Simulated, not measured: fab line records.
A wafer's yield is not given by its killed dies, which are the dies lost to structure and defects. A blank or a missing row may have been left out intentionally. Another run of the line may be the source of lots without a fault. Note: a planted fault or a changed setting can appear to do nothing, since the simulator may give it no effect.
Struck lot and sound lot, side by side	flow sfq_line	18 steps out of a route of 325
Sound: these wafers, L287.3, L287.4, L287.6. Struck: wafer L301.6 (left out: L301.4, L301.5 of the same lot, which were not struck); the cause appears at the end.
At each step with rows: each side's tool, then ch and its chambers, then its first start. Under that, the readings that differ: sound wafers	struck wafers	difference of the means	sigmas: that difference in standard deviations of wafers without a fault.
alike: same words and numbers on both sides, and readings whose means sit less than 2 such deviations apart. not compared: any withheld reading, any reading some wafer has no value for, any bound like >300 that may hide the same value, and any number with overlapping values for which the record gives no deviation.
The two part at a step that has a row with sigmas, a row that says differs or no value, or rows on one side only. When numbers do not overlap yet have no deviation, they are printed without sigmas and do not part them. A reading missing from all wafers of one side parts the sides only when that side holds two or more wafers.

first, 2 steps without rows for these wafers: SFQ_TRILAYER_R5_LITHO_PEB_139 (peb time 60 s); SFQ_TRILAYER_R5_LITHO_DEVELOP_138 (time 60 s).
SFQ_R5_OVL_MEAS_935:
  sound on overlay-01 at day 58 16:44; struck on overlay-01 at day 62 18:03
  alike: R5_OVL
SFQ_TRILAYER_R5_BARC_OPEN_METAL_ETCH_177: etches BARC in O2, target depth 125 nm, time 41.7 s.
  sound on rie_metal-01 ch 0,1, day 58 16:47; struck on rie_metal-02 ch 1, day 62 18:05
  alike: drypump_motor_current_A, oes_product_au
  not compared: rf_hours_counter_h
SFQ_TRILAYER_R5_ETCH_METAL_ETCH_139: etches the open film in Cl2, stops on SiO2, target depth 60 nm, time 40 s.
  sound on rie_metal-01 ch 0,1, day 58 16:50; struck on rie_metal-02 ch 1, day 62 18:08
  alike: drypump_motor_current_A, oes_product_au
  not compared: rf_hours_counter_h
SFQ_TRILAYER_R5_STRIP_STRIP_140: strips in O2.
  sound on rie_metal-01 ch 0,1, day 58 17:05; struck on rie_metal-02 ch 1, day 62 18:23
  alike: drypump_motor_current_A, oes_product_au
  not compared: rf_hours_counter_h
then, 1 step without rows for these wafers: SFQ_TRILAYER_R5_STRIP_SOLV_CLEAN_141 (cleans in NMP, time 600 s).
SFQ_TRILAYER_A5C_DEP_PECVD_142: deposits SiO2 from SiH4/N2O, time 15.556 s, target thk 70 nm.
  sound on pecvd-04 ch 0,1, day 58 17:40; struck on pecvd-03 ch 2, day 62 18:58
  alike: heater_power_w, throttle_valve_pct
then, 4 steps without rows for these wafers: SFQ_TRILAYER_I5_LITHO_COAT_149 (resist thk 62 nm); SFQ_TRILAYER_I5_LITHO_COAT_144 (resist thk 650 nm); SFQ_TRILAYER_I5_LITHO_SOFTBAKE_148; SFQ_TRILAYER_I5_LITHO_EXPOSE_145 (exposes mask I5, target cd 700 nm).
-- the record jumps here: 4 days lie between the struck wafers' starts before and after --
SFQ_TRILAYER_I5_LITHO_PEB_147: peb time 60 s.
  sound on litho_track-04 ch 0, day 63 20:32; struck on litho_track-01 ch 0, day 67 05:42
reading	sound	struck	difference	sigmas
heater_power_total_W (W)	79.00 79.16 79.09	80.97	+1.89	+27
resist_line_temp_C (C)	23.10 23.10 23.11	22.75	-0.35	-3
then, 1 step without rows for these wafers: SFQ_TRILAYER_I5_LITHO_DEVELOP_146 (time 60 s).
SFQ_I5_OVL_MEAS_936:
  sound on overlay-02 at day 63 20:47; struck on overlay-02 at day 67 05:57
  alike: I5_OVL
SFQ_TRILAYER_I5_BARC_OPEN_VIA_ETCH_200: etches BARC in O2, target depth 125 nm, time 41.7 s.
  sound on rie_diel-04 ch 0,1,3, day 63 20:49; struck on rie_diel-01 ch 2, day 67 05:58
reading	sound	struck	difference	sigmas
oes_product_au (a.u.)	0.686 0.682 0.691	0.698	+0.012	+3
model.I5.cd_nm (nm)	700.9 699.7 702.1	687.4	-13.5	
  alike: drypump_motor_current_A
  not compared: rf_hours_counter_h
SFQ_TRILAYER_I5_ETCH_VIA_ETCH_147: etches the open film in CHF3, stops on Nb, target depth 360 nm.
  sound on rie_diel-04 ch 0,1,3, day 63 20:51; struck on rie_diel-01 ch 2, day 67 06:01
reading	sound	struck	difference	sigmas
model.I5.cd_nm (nm)	702.9 694.7 703.5	684.5	-15.9	
  alike: drypump_motor_current_A, oes_product_au
SFQ_TRILAYER_I5_STRIP_STRIP_148: strips in O2.
  sound on rie_metal-02 ch 0,1, day 63 21:12; struck on rie_metal-02 ch 1, day 67 06:22
  alike: drypump_motor_current_A, oes_product_au
  not compared: rf_hours_counter_h

WHERE THEY PART
At SFQ_TRILAYER_I5_LITHO_PEB_147 first; at SFQ_TRILAYER_I5_BARC_OPEN_VIA_ETCH_200 last (within this record only). Later steps at which nothing parts them and some readings are alike: SFQ_TRILAYER_I5_ETCH_VIA_ETCH_147, SFQ_TRILAYER_I5_STRIP_STRIP_148.

WHY: what the simulator had put in
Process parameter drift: litho_track-01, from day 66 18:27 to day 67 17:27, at SFQ_TRILAYER_I5_LITHO_PEB_147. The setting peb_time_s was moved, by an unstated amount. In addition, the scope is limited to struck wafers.
